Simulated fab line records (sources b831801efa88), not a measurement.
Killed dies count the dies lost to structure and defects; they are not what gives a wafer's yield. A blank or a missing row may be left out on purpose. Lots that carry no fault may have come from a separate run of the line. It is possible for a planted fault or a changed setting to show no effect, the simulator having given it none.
The tool behind it: which one? ; flow sky130 ; 12 lots, 36 wafers sampled, at 1 step of a route of 708

WHAT THE GAUGES READ, wafer by wafer
SKY_LDD_P_CD_MEAS_07 targets a cd of 380 nm.
lot;measured;on;cd-nm (nm)
L074;day 18 18:10;cd-sem-02;377.3 382.4 381.9
L077;day 20 10:31;cd-sem-01;375.3 375.9 376.3
L080;day 21 08:11;cd-sem-02;381.6 380.2 379.2
L081;day 21 16:08;cd-sem-02;381.1 378.4 380.3
L083;day 22 10:31;cd-sem-01;379.8 381.9 383.8
L085;day 23 01:03;cd-sem-01;380.8 378.7 382.4
L087;day 23 21:28;cd-sem-02;377.0 375.9 375.5
L089;day 24 06:35;cd-sem-01;382.3 381.5 382.1
L091;day 24 23:37;cd-sem-01;386.7 389.1 386.1
L093;day 26 16:04;cd-sem-01;377.9 380.7 378.0
L095;day 27 03:35;cd-sem-01;381.9 383.8 380.9
L097;day 27 09:07;cd-sem-02;382.3 378.1 379.9

TOOL THAT RAN EACH LOT (tool first, then ch and the chambers of the sampled wafers, then the start)
Before these readings, the record contains no process step.

THE ANSWER, worked out from the rows above alone
Rule: the usual values come from the lots themselves. The widest of any qualifying gaps counts: lots, ordered by their means at a reading, are off when they make up no more than a third of the lots, leave a main group of 4 or more, and stand apart from it by 3 or more times the standard deviation of that group's means. If all means in a main group match to the digits the tables above print for the reading, that group is not used. Also off: a lot with no number at a reading for which 4 or more lots have one. All remaining lots with rows at the step are treated as sound.
Across all readings shown, no lot is off: no conclusion can be drawn from this.

WHAT WAS PUT IN BY THE SIMULATOR
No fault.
